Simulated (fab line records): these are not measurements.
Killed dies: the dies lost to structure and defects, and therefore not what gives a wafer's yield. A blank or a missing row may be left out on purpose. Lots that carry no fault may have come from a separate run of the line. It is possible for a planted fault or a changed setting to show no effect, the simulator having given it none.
Struck lot and sound lot, side by side :: flow sky130 :: 16 out of 708 route steps
Sound: the wafers L547.2, L547.3, L547.6. Struck: wafer L560.6 (L560.2, L560.4, from the same lot, were not struck and are left out); the cause is given at the end.
Per side, at each step with rows, come the tool, then ch with its chambers, and then its first start. Under that, the readings that differ: sound wafers :: struck wafers :: difference of the means :: sigmas: that difference in standard deviations of wafers without a fault.
alike: readings with means less than 2 such deviations apart, plus words and numbers identical on both sides. not compared: withheld readings, readings lacking a value on some wafer, bounds such as >300 that could conceal the same value, and numbers that have no deviation in the record and whose values overlap.
A row with sigmas, a row that says differs or no value, or rows on one side alone: a step with any of these is where the two part. Numbers that don't overlap but have no deviation are shown without sigmas and don't part them. Lack of a reading on every wafer of one side parts them only where that side has two or more wafers.

SKY_VIA1_CMP_02: polishes SiO2.
  sound on cmp-01 ch 1,2,3, day 34 03:20; struck on cmp-01 ch 3, day 38 12:15
  alike: motor_current_A
SKY_VIA1_BOW_MEAS_03:
  struck on film_metro-04, day 38 12:34; sound on film_metro-02, day 34 03:33
  alike: VIA1_BOW
then, 8 steps without rows for these wafers: SKY_VIA1_DEHYDRATE_04 (time 60 s); SKY_VIA1_HMDS_05 (prime time 60 s); SKY_VIA1_COAT_06 (resist thk 60 nm); SKY_VIA1_COAT_07 (resist thk 450 nm); SKY_VIA1_SOFTBAKE_08 (time 90 s); SKY_VIA1_EXPOSE_09 (exposes mask VIM, target cd 150 nm); SKY_VIA1_PEB_10; SKY_VIA1_DEVELOP_11 (develop time 60 s).
SKY_VIA1_CD_MEAS_12: the cd target is 150 nm.
  struck on cd_sem-01, day 39 13:37; sound on cd_sem-01, day 35 06:35
  alike: cd_nm
SKY_VIA1_OVL_MEAS_13:
  struck on overlay-02, day 39 13:43; sound on overlay-02, day 35 06:41
  alike: VIA1_OVL
SKY_VIA1_ETCH_14: etches BARC in N2/H2, stops on SiO2, time 45.9 s, target depth 60 nm.
  sound on rie_diel-02 ch 0,2,3, day 35 06:43; struck on rie_diel-01 ch 3, day 39 13:45
reading: oes_product_au (a.u.)
sound: 0.859 0.854 0.858
struck: 0.891
difference: +0.034
sigmas: +7

reading: run_length_s (s)
sound: 74.8 74.9 74.7
struck: 71.6
difference: -3.2
sigmas: -7

reading: model.KrF-thick_of_VIA1_COAT_07.thk_nm (nm)
sound: 389.2 392.1 391.2
struck: 396.4
difference: +5.6
sigmas: 
  alike: drypump_motor_current_A, throttle_valve_pct
  not compared: rf_hours_counter_h
SKY_VIA1_ETCH_15: etches SiO2 in C4F8/O2/Ar, stops on TiN, target depth 351 nm, time 54 s.
  sound on rie_diel-02 ch 0,2,3, day 35 06:46; struck on rie_diel-01 ch 3, day 39 13:48
reading: model.KrF-thick_of_VIA1_COAT_07.thk_nm (nm)
sound: 318.4 322.9 321.2
struck: 326.2
difference: +5.4
sigmas: 
  alike: oes_product_au, run_length_s
  not compared: rf_hours_counter_h
SKY_VIA1_STRIP_16: strips in O2/N2.
  sound on plasma_asher-03 ch 0,1, day 35 06:49; struck on plasma_asher-03 ch 1, day 39 13:50
reading: strip_time_to_endpoint_s (s)
sound: 4.409 4.444 4.461
struck: 4.481
difference: +0.043
sigmas: +2
  alike: drypump_motor_current_A, oes_product_au
  not compared: rf_hours_counter_h
-- the record jumps here: 10 days lie between the struck wafers' starts before and after (it left off in module VIA1 and takes up again in module PAD_OPEN, whose first step shown is number 708 of the route) --
SKY_PAD_OPEN_PROBE_99:
  struck on prober-01, day 49 23:49; sound on prober-02, day 46 17:51
reading: killed_at_contacts
sound: 30 29 23
struck: 13
difference: -14
sigmas: -3

reading: killed_at_other
sound: 0 1 0
struck: 2
difference: +2
sigmas: +3
  alike: defect_limited_yield, killed_at_M0_to_M3, killed_at_M4_up, killed_at_front_end, killed_dies, killed_on_rim, killed_open, killed_short, sort_bin_3_pad_short, sort_bin_5_function, sort_bin_6_memory, sort_n_pass, sort_yield_pct

WHERE THEY PART
Last at SKY_PAD_OPEN_PROBE_99 as far as this record goes, first at SKY_VIA1_ETCH_14.

WHY: what the simulator had put in
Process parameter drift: rie_diel-01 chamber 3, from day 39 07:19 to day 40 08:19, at SKY_VIA1_ETCH_14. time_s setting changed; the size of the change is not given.
